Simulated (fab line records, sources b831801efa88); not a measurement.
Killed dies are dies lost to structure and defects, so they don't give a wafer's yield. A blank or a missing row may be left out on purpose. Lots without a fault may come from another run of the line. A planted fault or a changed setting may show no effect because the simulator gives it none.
Which tool did it? | flow gf180mcu | 14 lots, 42 wafers sampled, at 1 step of a route of 602

WHAT THE GAUGES READ, wafer by wafer
GF_V2_THK_MEAS_01. Usual: V2_CVD_00_THK 599 nm, standard deviation 6.7.
lot  | measured     | on            | V2_CVD_00_THK (nm) | flag
L231 | day 19 03:46 | film_metro-03 | 590 594 585        |
L235 | day 21 15:39 | film_metro-04 | 596 591 595        |
L236 | day 22 05:49 | film_metro-04 | 592 599 598        |
L238 | day 22 16:14 | film_metro-04 | 594 591 588        |
L237 | day 22 19:17 | film_metro-03 | 599 603 607        |
L242 | day 23 23:13 | film_metro-01 | 598 601 605        |
L246 | day 25 07:27 | film_metro-04 | 605 603 597        |
L247 | day 25 07:53 | film_metro-04 | 607 595 597        |
L248 | day 25 16:43 | film_metro-04 | 594 604 598        |
L249 | day 25 23:46 | film_metro-01 | 595 609 604        |
L250 | day 26 09:18 | film_metro-01 | 614 606 612        |
L251 | day 26 09:59 | film_metro-01 | 610 609 603        |
L252 | day 26 18:38 | film_metro-04 | 601 594 602        |
L253 | day 27 01:51 | film_metro-04 | 595 596 595        |

WHICH TOOL RAN EACH LOT (tool, then ch and the chambers of the sampled wafers, then the start)
The record holds no process step before these readings.

WHAT THE TOOLS THEMSELVES READ (means of the sampled wafers that have a number; where no wafer has one, the mark that the record gives instead)
The record holds no such reading with a usual standard deviation.

THE ANSWER, worked out from the rows above alone
Rule: a lot is off if the mean of its wafers that have a number lies more than 3 standard deviations from the usual mean. A lot without any number at a reading at which 4 lots or more have one is off too. The other lots that the step has rows for count as sound. The gauges are gone through in route order, then the tools' own readings, and for those a lot's mean is taken as printed above. The first step at which some lot is off is used, and at that step the reading that is off furthest; a lot without a number counts as furthest.
No lot is off at any reading shown: from this, nothing can be told.

WHAT THE SIMULATOR HAD PUT IN
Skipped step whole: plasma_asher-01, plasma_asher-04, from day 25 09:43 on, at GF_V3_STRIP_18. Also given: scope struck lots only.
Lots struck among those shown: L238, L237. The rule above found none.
